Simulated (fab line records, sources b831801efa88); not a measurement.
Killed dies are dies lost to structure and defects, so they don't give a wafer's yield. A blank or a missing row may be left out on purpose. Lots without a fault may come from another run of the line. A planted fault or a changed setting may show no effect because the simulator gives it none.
Which tool did it? | flow gf180mcu | 15 lots, 45 wafers sampled, at 2 steps of a route of 602

WHAT THE GAUGES READ, wafer by wafer
GF_M3_CD_MEAS_14: target cd 280 nm. Usual: cd_nm 280.0 nm, standard deviation 1.3.
lot  | measured     | on        | cd_nm (nm)        | flag
L953 | day 21 08:29 | cd_sem-01 | 280.1 281.1 279.4 |
L954 | day 21 16:01 | cd_sem-01 | 281.4 282.1 281.0 |
L955 | day 22 04:43 | cd_sem-01 | 279.7 281.3 279.6 |
L958 | day 23 09:15 | cd_sem-01 | 279.4 279.7 280.2 |
L960 | day 24 09:15 | cd_sem-02 | 280.1 279.9 279.5 |
L961 | day 24 13:10 | cd_sem-02 | 278.7 279.5 279.1 |
L962 | day 24 19:25 | cd_sem-01 | 278.7 279.5 278.0 |
L963 | day 25 07:18 | cd_sem-01 | 281.2 279.4 279.5 |
L966 | day 26 00:31 | cd_sem-02 | 281.6 281.7 282.1 |
L967 | day 26 10:19 | cd_sem-01 | 279.2 280.0 280.4 |
L968 | day 26 14:58 | cd_sem-02 | 279.8 280.2 281.1 |
L973 | day 28 03:29 | cd_sem-01 | 280.9 282.0 281.2 |
L974 | day 28 09:14 | cd_sem-01 | 282.2 281.7 281.3 |
L975 | day 28 16:29 | cd_sem-01 | 279.2 278.4 279.1 |
L976 | day 28 21:32 | cd_sem-01 | 279.8 278.8 279.5 |

WHICH TOOL RAN EACH LOT (tool, then ch and the chambers of the sampled wafers, then the start)
lot  | GF_V2_CMP_26
L953 | cmp-02 ch 2,3, day 20 07:46
L954 | cmp-02 ch 2,3, day 20 15:20
L955 | cmp-02 ch 0,1, day 21 04:35
L958 | cmp-01 ch 0,1,2, day 22 08:55
L960 | cmp-01 ch 0,2, day 23 10:11
L961 | cmp-01 ch 0,1,2, day 23 14:36
L962 | cmp-02 ch 0,1, day 23 20:41
L963 | cmp-01 ch 0,2,3, day 24 09:31
L966 | cmp-01 ch 0,1,3, day 25 03:19
L967 | cmp-01 ch 0,3, day 25 12:58
L968 | cmp-02 ch 0,1,2, day 25 17:06
L973 | cmp-02 ch 0,1,2, day 27 07:26
L974 | cmp-02 ch 0,1,2, day 27 13:23
L975 | cmp-02 ch 0,2, day 27 20:14
L976 | cmp-02 ch 0,1,2, day 28 01:34
- GF_V2_CMP_26: polishes, stops on SiO2, t overpolish 15 s, target thk 0 nm.

WHAT THE TOOLS THEMSELVES READ (means of the sampled wafers that have a number; where no wafer has one, the mark that the record gives instead)
GF_V2_CMP_26. Usual: motor_current_A 11.2 A, standard deviation 0.98; overpolish_run_s 14.999 s, standard deviation 0.0086; platen_rpm 59.99 rpm, standard deviation 0.042; slurry_filter_dp_kPa 13.49 kPa, standard deviation 0.14; time_to_endpoint_s 84.1 s, standard deviation 2.8.
lot  | tool   | motor_current_A (A) | overpolish_run_s (s) | platen_rpm (rpm) | slurry_filter_dp_kPa (kPa) | time_to_endpoint_s (s) | flag
L953 | cmp-02 | 11.7                | 15.005               | 60.02            | 13.56                      | 82.9                   |
L954 | cmp-02 | 11.6                | 15.000               | 60.02            | 13.29                      | 84.7                   |
L955 | cmp-02 | 10.2                | 14.999               | 59.96            | 13.45                      | 82.7                   |
L958 | cmp-01 | 11.9                | 15.001               | 60.00            | 13.50                      | 85.4                   |
L960 | cmp-01 | 12.1                | 15.000               | 59.97            | 13.45                      | 83.5                   |
L961 | cmp-01 | 11.7                | 14.997               | 59.97            | 13.50                      | 81.7                   |
L962 | cmp-02 | 11.2                | 15.000               | 59.99            | 13.47                      | 81.3                   |
L963 | cmp-01 | 11.2                | 14.996               | 59.99            | 13.56                      | 83.5                   |
L966 | cmp-01 | 10.8                | 14.986               | 59.96            | 13.61                      | 86.4                   |
L967 | cmp-01 | 10.4                | 14.999               | 60.03            | 13.46                      | 82.3                   |
L968 | cmp-02 | 10.9                | 14.998               | 59.97            | 13.43                      | 86.5                   |
L973 | cmp-02 | 10.8                | 15.001               | 59.98            | 13.65                      | 85.4                   |
L974 | cmp-02 | 11.0                | 14.994               | 59.98            | 13.43                      | 87.9                   |
L975 | cmp-02 | 10.7                | 15.004               | 60.04            | 13.42                      | 83.5                   |
L976 | cmp-02 | 10.9                | 15.005               | 59.98            | 13.53                      | 85.7                   |

THE ANSWER, worked out from the rows above alone
Rule: a lot is off if the mean of its wafers that have a number lies more than 3 standard deviations from the usual mean. A lot without any number at a reading at which 4 lots or more have one is off too. The other lots that the step has rows for count as sound. The gauges are gone through in route order, then the tools' own readings, and for those a lot's mean is taken as printed above. The first step at which some lot is off is used, and at that step the reading that is off furthest; a lot without a number counts as furthest.
No lot is off at any reading shown: from this, nothing can be told.

WHAT THE SIMULATOR HAD PUT IN
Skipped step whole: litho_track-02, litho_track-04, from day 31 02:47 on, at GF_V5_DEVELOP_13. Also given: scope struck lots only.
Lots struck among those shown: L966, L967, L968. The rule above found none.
